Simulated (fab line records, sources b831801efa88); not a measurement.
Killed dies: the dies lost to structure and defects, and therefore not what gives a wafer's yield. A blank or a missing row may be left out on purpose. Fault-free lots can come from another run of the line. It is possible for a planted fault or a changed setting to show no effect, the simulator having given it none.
The tool behind it: which one? -- flow sky130 -- 27 wafers from 9 lots sampled at 5 of the route's 708 steps

## WHAT EACH GAUGE READ, for each wafer
SKY_CAP2M_THK_MEAS_01. Usual: CAP2M_CVD_00_THK 15.45 nm, standard deviation 0.3.
lot,measured,on,CAP2M_CVD_00_THK (nm),flag
L710,day 41 06:53,film-metro-04,14.80 15.32 15.30,
L711,day 41 20:16,film-metro-02,15.43 15.37 15.86,
L712,day 41 22:08,film-metro-03,15.24 15.91 15.73,
L713,day 41 22:47,film-metro-03,15.18 15.44 15.65,
L715,day 42 15:49,film-metro-04,15.08 15.07 15.27,
L718,day 43 12:12,film-metro-03,15.61 15.92 15.63,
L728,day 46 02:21,film-metro-04,15.18 15.77 15.40,
L730,day 46 06:39,film-metro-04,15.88 16.03 15.90,
L731,day 46 14:22,film-metro-03,15.09 15.54 15.74,

SKY_VIA4_RS_MEAS_19: measures by four-point-probe. Usual: VIA4_W_RS 0.2270 ohm/sq, standard deviation 0.0021.
lot,measured,on,VIA4_W_RS (ohm/sq),flag
L710,day 44 10:31,film-metro-03,0.2246 0.2238 0.2226,
L711,day 44 23:09,film-metro-04,0.2250 0.2278 0.2262,
L712,day 45 00:03,film-metro-01,0.2276 0.2244 0.2287,
L713,day 45 00:44,film-metro-04,0.2222 0.2234 0.2216,
L715,day 45 15:28,film-metro-03,0.2278 0.2258 0.2271,
L718,day 46 09:34,film-metro-03,0.3273 0.2305 0.2283 0.3271 0.2304 0.2284,OFF
L728,day 48 19:23,film-metro-03,0.2289 0.2281 0.2290,
L730,day 48 22:38,film-metro-04,0.2295 0.2293 0.2266,
L731,day 49 06:52,film-metro-03,0.2265 0.2270 0.2270,

SKY_VIA4_THK_MEAS_20: measures by xrf. Usual: VIA4_W_THK 502 nm, standard deviation 7.7.
lot,measured,on,VIA4_W_THK (nm),flag
L710,day 44 10:38,film-metro-03,510 512 516,
L711,day 44 23:16,film-metro-04,499 491 493,
L712,day 45 00:10,film-metro-01,491 497 491,
L713,day 45 00:51,film-metro-04,505 501 505,
L715,day 45 15:35,film-metro-03,504 512 508,
L718,day 46 13:51,film-metro-03,352 499 507 351 495 504,OFF
L728,day 48 19:28,film-metro-03,503 504 499,
L730,day 48 22:45,film-metro-04,500 497 507,
L731,day 49 06:59,film-metro-03,509 507 506,

## WHAT TOOL EACH LOT RAN ON (gives the tool, then ch and the chambers of the sampled wafers, and finally the start)
lot,SKY_METAL3_STRIP_19,SKY_VIA4_CVD_18
L710,"plasma-asher-02 ch 0,1, day 40 02:40","cvd-w-02 ch 0,1, day 44 10:22"
L711,"plasma-asher-04 ch 1, day 40 16:31","cvd-w-02 ch 0, day 44 23:00"
L712,"plasma-asher-02 ch 0,1, day 40 18:32","cvd-w-01 ch 0, day 44 23:54"
L713,"plasma-asher-04 ch 1, day 40 18:55","cvd-w-02 ch 0,1, day 45 00:34"
L715,"plasma-asher-04 ch 0,1, day 41 12:32","cvd-w-01 ch 0,1, day 45 15:19"
L718,"plasma-asher-02 ch 0, day 42 09:05","cvd-w-01 ch 0,1, day 46 09:23"
L728,"plasma-asher-04 ch 0,1, day 45 01:19","cvd-w-02 ch 0,1, day 48 19:13"
L730,"plasma-asher-04 ch 0,1, day 45 06:37","cvd-w-02 ch 0,1, day 48 22:28"
L731,"plasma-asher-02 ch 0,1, day 45 14:01","cvd-w-02 ch 0,1, day 49 06:43"
- SKY_METAL3_STRIP_19: strips in O2/N2.
- SKY_VIA4_CVD_18: deposits W, target thk 505 nm, time 152.14 s.

## AS READ BY THE TOOLS THEMSELVES (means over the sampled wafers that have a number; for cases with no such wafer, the mark the record gives instead)
SKY_METAL3_STRIP_19. Usual: drypump-motor-current-A 5.7 A, standard deviation 0.51; n2-flow-sccm 300.0 sccm, standard deviation 0.87; oes-product-au 0.508 a.u., standard deviation 0.0052; strip-time-to-endpoint-s 6.65 s, standard deviation 0.086.
lot,tool,drypump-motor-current-A (A),n2-flow-sccm (sccm),oes-product-au (a.u.),strip-time-to-endpoint-s (s),flag
L710,plasma-asher-02,5.4,300.2,0.505,6.70,
L711,plasma-asher-04,6.1,299.4,0.504,6.60,
L712,plasma-asher-02,5.4,299.0,0.507,6.58,
L713,plasma-asher-04,6.1,299.6,0.503,6.60,
L715,plasma-asher-04,6.3,299.0,0.509,6.70,
L718,plasma-asher-02,5.5,300.5,0.504,6.55,
L728,plasma-asher-04,6.3,299.9,0.510,6.63,
L730,plasma-asher-04,6.2,299.7,0.505,6.62,
L731,plasma-asher-02,5.4,300.3,0.510,6.70,

SKY_VIA4_CVD_18. Usual: 856 W for heater-power-w, sd 73.
lot,tool,heater-power-w (W),flag
L710,cvd-w-02,917,
L711,cvd-w-02,921,
L712,cvd-w-01,788,
L713,cvd-w-02,913,
L715,cvd-w-01,772,
L718,cvd-w-01,758,
L728,cvd-w-02,906,
L730,cvd-w-02,923,
L731,cvd-w-02,916,

## THE ANSWER, worked out from the rows above alone
Rule: lot off if the mean of its wafers having a number is beyond 3 standard deviations from the usual mean. Also off: a lot with no number at a reading for which 4 or more lots have one. Where the step has rows for the other lots, those lots are counted as sound. Order of review: gauges by route order, followed by the tools' own readings, for which a lot's mean as printed above is used. The first step at which some lot is off is used, and at that step the reading that is off furthest; a lot without a number counts as furthest.
Off: L718, seen at SKY_VIA4_RS_MEAS_19 (VIA4_W_RS).
A tool fits if, at a process step before that reading, it ran every lot that is off, and no sound lot after the first of them. The gauges at SKY_VIA4_RS_MEAS_19 are tried like those tools. One fits: cvd-w-01 at SKY_VIA4_CVD_18. A fault onset in the window from L715 (day 45 15:19, its last sound lot) to L718 (day 46 09:23, its first lot off) fits.

## WHAT WAS PUT IN BY THE SIMULATOR
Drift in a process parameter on cvd-w-01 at SKY_VIA4_CVD_18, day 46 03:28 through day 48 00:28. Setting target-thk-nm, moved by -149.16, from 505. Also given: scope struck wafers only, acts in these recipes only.
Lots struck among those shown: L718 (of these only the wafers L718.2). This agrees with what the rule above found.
